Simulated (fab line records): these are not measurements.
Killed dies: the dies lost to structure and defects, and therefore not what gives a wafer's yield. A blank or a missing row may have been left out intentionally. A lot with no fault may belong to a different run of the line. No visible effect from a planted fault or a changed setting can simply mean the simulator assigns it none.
Which tool was responsible? :: flow sky130 :: 36 wafers from 12 lots sampled at 5 of the route's 708 steps

== WHAT THE GAUGES READ, wafer by wafer ==
SKY_NWELL_OVL_MEAS_10. Usual: NWELL_00_OVL 1.1 nm, standard deviation 1.6.
lot: L705
measured: day 4 21:13
on: overlay-02
NWELL_00_OVL (nm): 1.3 1.9 1.8
flag: 

lot: L706
measured: day 5 13:05
on: overlay-01
NWELL_00_OVL (nm): 2.1 2.0 1.1
flag: 

lot: L707
measured: day 5 13:38
on: overlay-01
NWELL_00_OVL (nm): -1.0 1.3 0.5
flag: 

lot: L711
measured: day 6 04:17
on: overlay-02
NWELL_00_OVL (nm): 2.0 2.1 1.2
flag: 

lot: L713
measured: day 6 10:23
on: overlay-01
NWELL_00_OVL (nm): 2.8 0.5 1.8
flag: 

lot: L714
measured: day 6 21:20
on: overlay-02
NWELL_00_OVL (nm): 0.3 1.0 -0.1
flag: 

lot: L715
measured: day 6 22:20
on: overlay-01
NWELL_00_OVL (nm): 4.9 5.4 2.5
flag: 

lot: L718
measured: day 7 13:05
on: overlay-01
NWELL_00_OVL (nm): 0.6 1.3 2.0
flag: 

lot: L719
measured: day 8 02:31
on: overlay-02
NWELL_00_OVL (nm): 1.1 0.0 0.0
flag: 

lot: L722
measured: day 8 22:26
on: overlay-02
NWELL_00_OVL (nm): -2.6 -0.9 -1.9
flag: 

lot: L724
measured: day 9 06:05
on: overlay-01
NWELL_00_OVL (nm): 1.6 1.1 2.0
flag: 

lot: L726
measured: day 9 16:05
on: overlay-02
NWELL_00_OVL (nm): 2.4 0.8 1.2
flag: 

SKY_VT_ADJUST_LVTN_OVL_MEAS_07. Usual: VT_ADJUST_LVTN_OVL -0.1 nm, standard deviation 1.3.
lot: L705
measured: day 7 04:47
on: overlay-02
VT_ADJUST_LVTN_OVL (nm): -0.5 1.4 -0.8
flag: 

lot: L706
measured: day 7 22:56
on: overlay-01
VT_ADJUST_LVTN_OVL (nm): -0.7 1.6 1.6
flag: 

lot: L707
measured: day 8 00:05
on: overlay-02
VT_ADJUST_LVTN_OVL (nm): -1.3 -0.7 1.9
flag: 

lot: L711
measured: day 8 17:47
on: overlay-02
VT_ADJUST_LVTN_OVL (nm): 1.1 -0.3 -0.6
flag: 

lot: L713
measured: day 8 23:50
on: overlay-02
VT_ADJUST_LVTN_OVL (nm): -1.0 1.7 0.1
flag: 

lot: L714
measured: day 9 12:44
on: overlay-01
VT_ADJUST_LVTN_OVL (nm): 0.6 1.3 3.1
flag: 

lot: L715
measured: day 9 14:41
on: overlay-01
VT_ADJUST_LVTN_OVL (nm): 2.3 1.2 1.3
flag: 

lot: L718
measured: day 10 06:05
on: overlay-02
VT_ADJUST_LVTN_OVL (nm): -1.8 -0.9 -0.2
flag: 

lot: L719
measured: day 10 22:26
on: overlay-02
VT_ADJUST_LVTN_OVL (nm): -1.2 -2.9 -0.7
flag: 

lot: L722
measured: day 11 19:47
on: overlay-01
VT_ADJUST_LVTN_OVL (nm): - - -
flag: OFF

lot: L724
measured: day 12 03:38
on: overlay-01
VT_ADJUST_LVTN_OVL (nm): - - -
flag: OFF

lot: L726
measured: day 12 15:41
on: overlay-01
VT_ADJUST_LVTN_OVL (nm): 3.0 2.1 0.5
flag: 

SKY_VT_ADJUST_LVTN_TW_MEAS_10. Usual: VT_ADJUST_LVTN_TW 240.1, standard deviation 2.4.
lot: L705
measured: day 7 05:04
on: film_metro-02
VT_ADJUST_LVTN_TW: 238.1 238.7 238.7
flag: 

lot: L706
measured: day 7 23:13
on: film_metro-04
VT_ADJUST_LVTN_TW: 244.5 244.6 243.7
flag: 

lot: L707
measured: day 8 00:22
on: film_metro-04
VT_ADJUST_LVTN_TW: 242.8 241.9 242.9
flag: 

lot: L711
measured: day 8 18:04
on: film_metro-01
VT_ADJUST_LVTN_TW: 239.3 237.8 239.7
flag: 

lot: L713
measured: day 9 00:07
on: film_metro-04
VT_ADJUST_LVTN_TW: 243.4 242.2 242.3
flag: 

lot: L714
measured: day 9 13:02
on: film_metro-04
VT_ADJUST_LVTN_TW: 243.1 241.9 242.8
flag: 

lot: L715
measured: day 9 14:58
on: film_metro-04
VT_ADJUST_LVTN_TW: 241.8 243.0 242.9
flag: 

lot: L718
measured: day 10 06:22
on: film_metro-04
VT_ADJUST_LVTN_TW: 244.2 243.2 242.3
flag: 

lot: L719
measured: day 10 22:43
on: film_metro-02
VT_ADJUST_LVTN_TW: 238.6 238.3 238.1
flag: 

lot: L722
measured: day 11 20:05
on: film_metro-02
VT_ADJUST_LVTN_TW: 29.4 29.5 29.5
flag: OFF

lot: L724
measured: day 12 03:55
on: film_metro-04
VT_ADJUST_LVTN_TW: 30.1 30.2 30.2
flag: OFF

lot: L726
measured: day 12 15:58
on: film_metro-01
VT_ADJUST_LVTN_TW: 239.3 238.6 238.6
flag: 

SKY_VT_ADJUST_LVTN_TW_MEAS_21. Usual: VT_ADJUST_LVTN_2_TW 186.9, standard deviation 1.7.
lot: L705
measured: day 8 00:49
on: film_metro-01
VT_ADJUST_LVTN_2_TW: 186.0 185.8 185.6
flag: 

lot: L706
measured: day 8 20:07
on: film_metro-02
VT_ADJUST_LVTN_2_TW: 185.5 185.3 186.2
flag: 

lot: L707
measured: day 8 21:25
on: film_metro-01
VT_ADJUST_LVTN_2_TW: 185.8 187.2 187.0
flag: 

lot: L711
measured: day 9 15:55
on: film_metro-04
VT_ADJUST_LVTN_2_TW: 188.2 189.4 189.8
flag: 

lot: L713
measured: day 9 22:01
on: film_metro-02
VT_ADJUST_LVTN_2_TW: 187.3 187.0 187.1
flag: 

lot: L714
measured: day 10 11:38
on: film_metro-04
VT_ADJUST_LVTN_2_TW: 188.7 188.8 190.0
flag: 

lot: L715
measured: day 10 12:25
on: film_metro-02
VT_ADJUST_LVTN_2_TW: 184.2 185.8 184.7
flag: 

lot: L718
measured: day 11 05:16
on: film_metro-01
VT_ADJUST_LVTN_2_TW: 185.3 186.8 185.9
flag: 

lot: L719
measured: day 11 22:49
on: film_metro-04
VT_ADJUST_LVTN_2_TW: 188.2 188.5 188.1
flag: 

lot: L722
measured: day 12 20:53
on: film_metro-02
VT_ADJUST_LVTN_2_TW: 184.8 185.1 184.0
flag: 

lot: L724
measured: day 13 05:52
on: film_metro-01
VT_ADJUST_LVTN_2_TW: 185.3 186.1 186.6
flag: 

lot: L726
measured: day 13 18:25
on: film_metro-02
VT_ADJUST_LVTN_2_TW: 186.3 186.0 185.4
flag: 

== WHAT TOOL EACH LOT RAN ON (gives the tool, then ch and the chambers of the sampled wafers, and finally the start) ==
lot: L705
SKY_VT_ADJUST_LVTN_DEVELOP_06: litho_track-04 ch 0, day 7 04:00

lot: L706
SKY_VT_ADJUST_LVTN_DEVELOP_06: litho_track-01 ch 0, day 7 22:00

lot: L707
SKY_VT_ADJUST_LVTN_DEVELOP_06: litho_track-04 ch 0, day 7 23:00

lot: L711
SKY_VT_ADJUST_LVTN_DEVELOP_06: litho_track-03 ch 0, day 8 17:00

lot: L713
SKY_VT_ADJUST_LVTN_DEVELOP_06: litho_track-04 ch 0, day 8 23:00

lot: L714
SKY_VT_ADJUST_LVTN_DEVELOP_06: litho_track-03 ch 0, day 9 12:00

lot: L715
SKY_VT_ADJUST_LVTN_DEVELOP_06: litho_track-01 ch 0, day 9 14:00

lot: L718
SKY_VT_ADJUST_LVTN_DEVELOP_06: litho_track-01 ch 0, day 10 05:00

lot: L719
SKY_VT_ADJUST_LVTN_DEVELOP_06: litho_track-01 ch 0, day 10 22:00

lot: L722
SKY_VT_ADJUST_LVTN_DEVELOP_06: litho_track-01 ch 0, day 11 19:00

lot: L724
SKY_VT_ADJUST_LVTN_DEVELOP_06: litho_track-01 ch 0, day 12 03:00

lot: L726
SKY_VT_ADJUST_LVTN_DEVELOP_06: litho_track-03 ch 0, day 12 15:00
- SKY_VT_ADJUST_LVTN_DEVELOP_06: develop time 60 s.

== WHAT THE TOOLS THEMSELVES READ (means of the sampled wafers that have a number; where no wafer has one, the mark that the record gives instead) ==
The record holds no such reading with a usual standard deviation.

== THE ANSWER, worked out from the rows above alone ==
Rule: a lot is off if the mean of its wafers that have a number lies more than 3 standard deviations from the usual mean. Also off: a lot with no number at a reading for which 4 or more lots have one. Any other lot the step has rows for is counted as sound. The gauges are gone through in route order, then the tools' own readings, and for those a lot's mean is taken as printed above. At the first step where some lot is off, the reading lying furthest off is the one used; lots without a number count as furthest.
Off: L722, L724, at SKY_VT_ADJUST_LVTN_OVL_MEAS_07 (VT_ADJUST_LVTN_OVL). Without a number there: L722, L724.
A tool fits if, at a process step before that reading, it ran every lot that is off, and no sound lot after the first of them. The gauges at SKY_VT_ADJUST_LVTN_OVL_MEAS_07 aren't tried: what is off there is off at SKY_VT_ADJUST_LVTN_TW_MEAS_10 too, on other tools, and a gauge's error can't cause that. One fits: litho_track-01 at SKY_VT_ADJUST_LVTN_DEVELOP_06. A fault onset in the window from L719 (day 10 22:00, its last sound lot) to L722 (day 11 19:00, its first lot off) fits.

== WHAT THE SIMULATOR PUT IN ==
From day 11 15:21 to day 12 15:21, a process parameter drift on litho_track-01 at SKY_VT_ADJUST_LVTN_DEVELOP_06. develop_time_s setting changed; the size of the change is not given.
Shown lots that were struck: L722, L724. Same finding as the rule above.
